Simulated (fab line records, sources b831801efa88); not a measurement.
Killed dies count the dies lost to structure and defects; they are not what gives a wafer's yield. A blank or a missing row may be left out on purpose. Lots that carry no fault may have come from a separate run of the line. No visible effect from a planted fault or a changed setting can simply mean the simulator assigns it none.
Which tool was responsible? || flow sky130 || 36 wafers from 12 lots sampled at 5 of the route's 708 steps

## WHAT THE GAUGES READ, wafer by wafer
The record holds no reading of a measuring or inspecting step that can be judged against a usual standard deviation.

## WHICH TOOL RAN EACH LOT (tool, then ch and the chambers of the sampled wafers, then the start)
{"lot": "L114", "SKY_METAL4_SPUTTER_00": "pvd sputter-04, day 39 19:35", "SKY_METAL4_SPUTTER_01": "pvd sputter-04, day 39 19:37", "SKY_METAL4_STRIP_19": "plasma asher-04 ch 0,1, day 41 22:13", "SKY_VIA4_HDPCVD_00": "hdpcvd-02 ch 1,2, day 41 22:49", "SKY_PAD_OPEN_PROBE_99": "-"}
{"lot": "L115", "SKY_METAL4_SPUTTER_00": "pvd sputter-01, day 40 16:50", "SKY_METAL4_SPUTTER_01": "pvd sputter-01, day 40 16:52", "SKY_METAL4_STRIP_19": "plasma asher-04 ch 0, day 42 18:46", "SKY_VIA4_HDPCVD_00": "hdpcvd-01 ch 0,1, day 42 19:22", "SKY_PAD_OPEN_PROBE_99": "-"}
{"lot": "L116", "SKY_METAL4_SPUTTER_00": "pvd sputter-01, day 40 17:36", "SKY_METAL4_SPUTTER_01": "pvd sputter-01, day 40 17:37", "SKY_METAL4_STRIP_19": "plasma asher-02 ch 0,1, day 42 19:04", "SKY_VIA4_HDPCVD_00": "hdpcvd-02 ch 0,2, day 42 19:41", "SKY_PAD_OPEN_PROBE_99": "-"}
{"lot": "L117", "SKY_METAL4_SPUTTER_00": "pvd sputter-01, day 41 09:35", "SKY_METAL4_SPUTTER_01": "pvd sputter-01, day 41 09:36", "SKY_METAL4_STRIP_19": "plasma asher-01 ch 0,1, day 43 10:44", "SKY_VIA4_HDPCVD_00": "hdpcvd-02 ch 0,1,2, day 43 11:17", "SKY_PAD_OPEN_PROBE_99": "-"}
{"lot": "L119", "SKY_METAL4_SPUTTER_00": "pvd sputter-01, day 41 12:21", "SKY_METAL4_SPUTTER_01": "pvd sputter-01, day 41 12:22", "SKY_METAL4_STRIP_19": "plasma asher-01 ch 0,1, day 43 13:46", "SKY_VIA4_HDPCVD_00": "hdpcvd-01 ch 0,1, day 43 14:26", "SKY_PAD_OPEN_PROBE_99": "-"}
{"lot": "L118", "SKY_METAL4_SPUTTER_00": "pvd sputter-01, day 41 17:28", "SKY_METAL4_SPUTTER_01": "pvd sputter-01, day 41 17:29", "SKY_METAL4_STRIP_19": "plasma asher-02 ch 0,1, day 43 17:45", "SKY_VIA4_HDPCVD_00": "hdpcvd-01 ch 0,1,2, day 43 18:19", "SKY_PAD_OPEN_PROBE_99": "-"}
{"lot": "L121", "SKY_METAL4_SPUTTER_00": "pvd sputter-04, day 42 12:08", "SKY_METAL4_SPUTTER_01": "pvd sputter-04, day 42 12:09", "SKY_METAL4_STRIP_19": "plasma asher-02 ch 0,1, day 44 11:19", "SKY_VIA4_HDPCVD_00": "hdpcvd-01 ch 0,1,2, day 44 11:55", "SKY_PAD_OPEN_PROBE_99": "prober-01, day 48 06:22"}
{"lot": "L123", "SKY_METAL4_SPUTTER_00": "pvd sputter-04, day 43 02:19", "SKY_METAL4_SPUTTER_01": "pvd sputter-04, day 43 02:21", "SKY_METAL4_STRIP_19": "plasma asher-02 ch 0,1, day 45 01:05", "SKY_VIA4_HDPCVD_00": "hdpcvd-01 ch 0,1,2, day 45 01:41", "SKY_PAD_OPEN_PROBE_99": "prober-01, day 48 16:19"}
{"lot": "L132", "SKY_METAL4_SPUTTER_00": "pvd sputter-01, day 46 02:10", "SKY_METAL4_SPUTTER_01": "pvd sputter-01, day 46 02:11", "SKY_METAL4_STRIP_19": "plasma asher-02 ch 0,1, day 47 19:49", "SKY_VIA4_HDPCVD_00": "hdpcvd-02 ch 0,2, day 47 20:27", "SKY_PAD_OPEN_PROBE_99": "-"}
{"lot": "L136", "SKY_METAL4_SPUTTER_00": "pvd sputter-04, day 46 13:08", "SKY_METAL4_SPUTTER_01": "pvd sputter-04, day 46 13:09", "SKY_METAL4_STRIP_19": "plasma asher-04 ch 0,1, day 48 07:01", "SKY_VIA4_HDPCVD_00": "hdpcvd-01 ch 1,2, day 48 07:36", "SKY_PAD_OPEN_PROBE_99": "-"}
{"lot": "L135", "SKY_METAL4_SPUTTER_00": "pvd sputter-04, day 46 15:21", "SKY_METAL4_SPUTTER_01": "pvd sputter-04, day 46 15:23", "SKY_METAL4_STRIP_19": "plasma asher-04 ch 0,1, day 48 08:47", "SKY_VIA4_HDPCVD_00": "hdpcvd-02 ch 0,1,2, day 48 09:26", "SKY_PAD_OPEN_PROBE_99": "-"}
{"lot": "L137", "SKY_METAL4_SPUTTER_00": "pvd sputter-04, day 46 17:39", "SKY_METAL4_SPUTTER_01": "pvd sputter-04, day 46 17:40", "SKY_METAL4_STRIP_19": "plasma asher-04 ch 1, day 48 11:11", "SKY_VIA4_HDPCVD_00": "hdpcvd-01 ch 1,2, day 48 11:49", "SKY_PAD_OPEN_PROBE_99": "-"}
- SKY_METAL4_SPUTTER_00: material Ti, target thk 15 nm, time 10 s.
- SKY_METAL4_SPUTTER_01: material TiN, target thk 20 nm, time 16.7 s.
- SKY_METAL4_STRIP_19: strips in O2/N2.
- SKY_VIA4_HDPCVD_00: deposits SiO2, target thk 1750 nm, time 291.7 s.
- SKY_PAD_OPEN_PROBE_99

## WHAT THE TOOLS THEMSELVES READ (means of the sampled wafers that have a number; where no wafer has one, the mark that the record gives instead)
SKY_METAL4_SPUTTER_00.
{"lot": "L114", "tool": "pvd sputter-04", "throttle valve pct (%)": 30.4}
{"lot": "L115", "tool": "pvd sputter-01", "throttle valve pct (%)": 30.7}
{"lot": "L116", "tool": "pvd sputter-01", "throttle valve pct (%)": 30.1}
{"lot": "L117", "tool": "pvd sputter-01", "throttle valve pct (%)": 29.1}
{"lot": "L119", "tool": "pvd sputter-01", "throttle valve pct (%)": 29.8}
{"lot": "L118", "tool": "pvd sputter-01", "throttle valve pct (%)": 29.5}
{"lot": "L121", "tool": "pvd sputter-04", "throttle valve pct (%)": 30.1}
{"lot": "L123", "tool": "pvd sputter-04", "throttle valve pct (%)": 30.3}
{"lot": "L132", "tool": "pvd sputter-01", "throttle valve pct (%)": 29.9}
{"lot": "L136", "tool": "pvd sputter-04", "throttle valve pct (%)": 30.4}
{"lot": "L135", "tool": "pvd sputter-04", "throttle valve pct (%)": 30.3}
{"lot": "L137", "tool": "pvd sputter-04", "throttle valve pct (%)": 29.8}

SKY_METAL4_SPUTTER_01.
{"lot": "L114", "tool": "pvd sputter-04", "throttle valve pct (%)": 30.4}
{"lot": "L115", "tool": "pvd sputter-01", "throttle valve pct (%)": 30.7}
{"lot": "L116", "tool": "pvd sputter-01", "throttle valve pct (%)": 30.1}
{"lot": "L117", "tool": "pvd sputter-01", "throttle valve pct (%)": 29.1}
{"lot": "L119", "tool": "pvd sputter-01", "throttle valve pct (%)": 29.7}
{"lot": "L118", "tool": "pvd sputter-01", "throttle valve pct (%)": 29.6}
{"lot": "L121", "tool": "pvd sputter-04", "throttle valve pct (%)": 30.1}
{"lot": "L123", "tool": "pvd sputter-04", "throttle valve pct (%)": 30.2}
{"lot": "L132", "tool": "pvd sputter-01", "throttle valve pct (%)": 29.9}
{"lot": "L136", "tool": "pvd sputter-04", "throttle valve pct (%)": 30.4}
{"lot": "L135", "tool": "pvd sputter-04", "throttle valve pct (%)": 30.4}
{"lot": "L137", "tool": "pvd sputter-04", "throttle valve pct (%)": 30.0}

SKY_METAL4_STRIP_19.
{"lot": "L114", "tool": "plasma asher-04", "drypump motor current A (A)": 4.99, "oes product au (a.u.)": 0.502, "strip time to endpoint s (s)": 6.51}
{"lot": "L115", "tool": "plasma asher-04", "drypump motor current A (A)": 5.18, "oes product au (a.u.)": 0.502, "strip time to endpoint s (s)": 6.52}
{"lot": "L116", "tool": "plasma asher-02", "drypump motor current A (A)": 5.28, "oes product au (a.u.)": 0.508, "strip time to endpoint s (s)": 6.64}
{"lot": "L117", "tool": "plasma asher-01", "drypump motor current A (A)": 5.39, "oes product au (a.u.)": 0.502, "strip time to endpoint s (s)": 6.48}
{"lot": "L119", "tool": "plasma asher-01", "drypump motor current A (A)": 5.12, "oes product au (a.u.)": 0.503, "strip time to endpoint s (s)": 6.55}
{"lot": "L118", "tool": "plasma asher-02", "drypump motor current A (A)": 5.25, "oes product au (a.u.)": 0.498, "strip time to endpoint s (s)": 6.49}
{"lot": "L121", "tool": "plasma asher-02", "drypump motor current A (A)": 5.39, "oes product au (a.u.)": 0.501, "strip time to endpoint s (s)": 6.42}
{"lot": "L123", "tool": "plasma asher-02", "drypump motor current A (A)": 5.26, "oes product au (a.u.)": 0.499, "strip time to endpoint s (s)": 6.47}
{"lot": "L132", "tool": "plasma asher-02", "drypump motor current A (A)": 5.28, "oes product au (a.u.)": 0.504, "strip time to endpoint s (s)": 6.65}
{"lot": "L136", "tool": "plasma asher-04", "drypump motor current A (A)": 5.06, "oes product au (a.u.)": 0.499, "strip time to endpoint s (s)": 6.45}
{"lot": "L135", "tool": "plasma asher-04", "drypump motor current A (A)": 4.97, "oes product au (a.u.)": 0.510, "strip time to endpoint s (s)": 6.64}
{"lot": "L137", "tool": "plasma asher-04", "drypump motor current A (A)": 4.87, "oes product au (a.u.)": 0.506, "strip time to endpoint s (s)": 6.52}

SKY_VIA4_HDPCVD_00.
{"lot": "L114", "tool": "hdpcvd-02", "sih4 flow sccm (sccm)": 59.93}
{"lot": "L115", "tool": "hdpcvd-01", "sih4 flow sccm (sccm)": 59.92}
{"lot": "L116", "tool": "hdpcvd-02", "sih4 flow sccm (sccm)": 59.85}
{"lot": "L117", "tool": "hdpcvd-02", "sih4 flow sccm (sccm)": 60.08}
{"lot": "L119", "tool": "hdpcvd-01", "sih4 flow sccm (sccm)": 60.00}
{"lot": "L118", "tool": "hdpcvd-01", "sih4 flow sccm (sccm)": 59.89}
{"lot": "L121", "tool": "hdpcvd-01", "sih4 flow sccm (sccm)": 59.95}
{"lot": "L123", "tool": "hdpcvd-01", "sih4 flow sccm (sccm)": 59.95}
{"lot": "L132", "tool": "hdpcvd-02", "sih4 flow sccm (sccm)": 59.85}
{"lot": "L136", "tool": "hdpcvd-01", "sih4 flow sccm (sccm)": 59.93}
{"lot": "L135", "tool": "hdpcvd-02", "sih4 flow sccm (sccm)": 59.92}
{"lot": "L137", "tool": "hdpcvd-01", "sih4 flow sccm (sccm)": 59.89}

SKY_PAD_OPEN_PROBE_99.
{"lot": "L121", "tool": "prober-01", "defect limited yield (%)": 81.0, "killed_at_M0_to_M3": 30, "killed_at_M4_up": 11.0, "killed at contacts": 32, "killed at front end": 19, "killed at other": 0.3, "killed dies": 93, "killed open": 48, "killed short": 39, "sort_bin_3_pad_short (%)": 1.1, "sort_bin_5_function (%)": 10.3, "sort_bin_6_memory (%)": 7.5, "sort n pass": 399, "sort yield pct (%)": 81.0}
{"lot": "L123", "tool": "prober-01", "defect limited yield (%)": 80.7, "killed_at_M0_to_M3": 38, "killed_at_M4_up": 8.0, "killed at contacts": 28, "killed at front end": 21, "killed at other": 0.0, "killed dies": 95, "killed open": 50, "killed short": 39, "sort_bin_3_pad_short (%)": 1.1, "sort_bin_5_function (%)": 11.7, "sort_bin_6_memory (%)": 6.4, "sort n pass": 397, "sort yield pct (%)": 80.7}

## THE ANSWER, worked out from the rows above alone
Rule: the usual values come from the lots themselves. The widest of any qualifying gaps counts: lots, ordered by their means at a reading, are off when they make up no more than a third of the lots, leave a main group of 4 or more, and stand apart from it by 3 or more times the standard deviation of that group's means. The tables above print the reading to a certain number of digits; a main group whose means all agree to those digits is not used. A lot without any number at a reading at which 4 lots or more have one is off too. Where the step has rows for the other lots, those lots are counted as sound. After the gauges, taken in route order, come the tools' own readings; for these a lot's mean is taken, as printed above. At the first step where some lot is off, the reading lying furthest off is the one used; lots without a number count as furthest.
Across all readings shown, no lot is off: no conclusion can be drawn from this.

## WHAT THE SIMULATOR PUT IN
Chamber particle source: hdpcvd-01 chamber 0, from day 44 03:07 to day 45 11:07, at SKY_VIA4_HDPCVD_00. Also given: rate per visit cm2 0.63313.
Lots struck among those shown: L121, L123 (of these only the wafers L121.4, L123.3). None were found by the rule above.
